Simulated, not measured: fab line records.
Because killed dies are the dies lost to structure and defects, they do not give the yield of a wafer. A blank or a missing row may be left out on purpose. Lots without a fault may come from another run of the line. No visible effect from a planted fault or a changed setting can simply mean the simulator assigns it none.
Which tool was responsible? :: flow sky130 :: 36 wafers sampled from 12 lots at 1 step of a route of 708

WHAT THE GAUGES SHOWED, per wafer
SKY_LI_CONTACT_THK_MEAS_23: measures by xrf.
lot: L075
measured: day 29 05:50
on: film_metro-01
LI_CONTACT_W_THK (nm): 419 411 415

lot: L078
measured: day 30 16:22
on: film_metro-02
LI_CONTACT_W_THK (nm): 405 404 403

lot: L079
measured: day 30 18:27
on: film_metro-01
LI_CONTACT_W_THK (nm): 414 416 415

lot: L081
measured: day 32 00:09
on: film_metro-02
LI_CONTACT_W_THK (nm): 408 407 405

lot: L083
measured: day 32 05:20
on: film_metro-04
LI_CONTACT_W_THK (nm): 416 416 412

lot: L085
measured: day 32 18:45
on: film_metro-04
LI_CONTACT_W_THK (nm): 408 405 405

lot: L087
measured: day 33 13:10
on: film_metro-01
LI_CONTACT_W_THK (nm): 418 413 422

lot: L089
measured: day 34 05:04
on: film_metro-01
LI_CONTACT_W_THK (nm): 421 418 421

lot: L091
measured: day 34 20:43
on: film_metro-02
LI_CONTACT_W_THK (nm): 399 406 400

lot: L093
measured: day 35 17:17
on: film_metro-02
LI_CONTACT_W_THK (nm): 405 408 405

lot: L095
measured: day 36 02:04
on: film_metro-04
LI_CONTACT_W_THK (nm): 411 412 408

lot: L096
measured: day 37 17:04
on: film_metro-04
LI_CONTACT_W_THK (nm): 403 409 404

WHAT TOOL EACH LOT RAN ON (gives the tool, then ch and the chambers of the sampled wafers, and finally the start)
The record shows no process step preceding these readings.

THE ANSWER, worked out from the rows above alone
Rule: what is usual is taken from the lots themselves. The widest of any qualifying gaps counts: lots, ordered by their means at a reading, are off when they make up no more than a third of the lots, leave a main group of 4 or more, and stand apart from it by 3 or more times the standard deviation of that group's means. Not used: any main group whose means are identical at the precision the tables above print for the reading. Also off: a lot with no number at a reading for which 4 or more lots have one. The other lots that the step has rows for count as sound.
Nothing can be told from this: no lot is off at any reading shown.

WHAT HAD BEEN PUT IN BY THE SIMULATOR
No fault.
